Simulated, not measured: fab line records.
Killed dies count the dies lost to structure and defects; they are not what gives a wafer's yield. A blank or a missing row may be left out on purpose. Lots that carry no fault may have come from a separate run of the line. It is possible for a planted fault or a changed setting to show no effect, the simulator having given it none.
2 desks, one fault -- flow gf180mcu -- each desk has only its own numbers; what lay behind them comes last

== DESK OF THE TOOL OWNER: implanter-02 ==
GF_NSD_IMPLANT_09, tool's own readings: per-lot mean of the sampled wafers with a number, covering each lot this tool ran. If a lot's mean is further than 4 standard deviations from the usual mean, the lot is out of limits and carries the mark OUT (the distance appears in the brackets).
Columns: A = beamEnergyKeV at GF_NSD_IMPLANT_09, usual 60.002
lot,first seen here,A
L110,day 13 08:24,59.988
L111,day 13 14:32,59.981
L114,day 15 00:20,55.917 (-99 or more) OUT
L117,day 15 18:37,55.936 (-99 or more) OUT
L125,day 18 16:26,60.004
L128,day 19 13:58,60.011
This desk's verdict: out of limits on L114, L117, starting with L114 at day 15 00:20 (beamEnergyKeV at GF_NSD_IMPLANT_09). L110, L111, L125, L128: within limits.

== THE METROLOGY DESK ==
Means of the sampled wafers that have a number, per lot and without regard to the tool the lot ran on: this is what the gauges read. If a lot's mean is further than 4 standard deviations from the usual mean, the lot is out of limits and carries the mark OUT (the distance appears in the brackets).
Columns: A = HV_LDD_TW at GF_HV_LDD_TW_MEAS_11, usual 2404; B = HV_LDD_03_OVL at GF_HV_LDD_OVL_MEAS_47, usual 1.0 nm; C = NSD_RS at GF_PSD_RS_MEAS_14, usual 46.11 ohm/sq; D = SAB_CVD_00_THK at GF_SAB_THK_MEAS_01, usual 49.8 nm
lot,first seen here,A,B,C,D
L110,day 10 00:29,2421,1.7,46.15,49.4
L111,day 10 06:38,2382,0.2,46.20,49.4
L114,day 11 13:07,2427,0.5,47.16 (+13) OUT,50.2
L117,day 12 05:29,2420,1.6,47.28 (+14) OUT,50.1
L122,day 13 20:41,2412,1.9,46.25,49.5
L124,day 14 06:08,2407,0.7,46.12,50.0
L125,day 14 18:02,2378,-0.3,46.04,49.8
L126,day 14 23:35,2400,1.8,46.11,49.4
L127,day 15 08:58,2426,1.9,46.14,49.8
L128,day 15 13:12,2421,1.9,46.15,50.3
L129,day 15 19:50,2386,1.3,46.14,49.9
L130,day 16 03:20,2442,0.2,46.12,49.7
L132,day 16 17:12,2387,-0.7,46.10,49.8
This desk reports L114, L117 out of limits; the earliest was L114 at day 15 22:44 (NSD_RS at GF_PSD_RS_MEAS_14). L110, L111, L122, L124, L125, L126, L127, L128, L129, L130, L132: within limits.

== TAKEN TOGETHER ==
The tool owner's desk could have raised an alarm at day 15 00:20, on L114, L117.
Metrology desk: alarm possible at day 15 22:44 on L114, L117.
All the named lots went through GF_NSD_IMPLANT_09 on implanter-02.

== WHAT THE SIMULATOR PUT IN ==
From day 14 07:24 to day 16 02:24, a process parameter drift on implanter-02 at GF_NSD_IMPLANT_09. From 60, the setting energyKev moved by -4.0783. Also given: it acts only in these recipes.
Shown lots that were struck: L114, L117.
Hours from the fault's start to each desk's first reading out of limits: the tool owner's desk, 17; the metrology desk, 39.
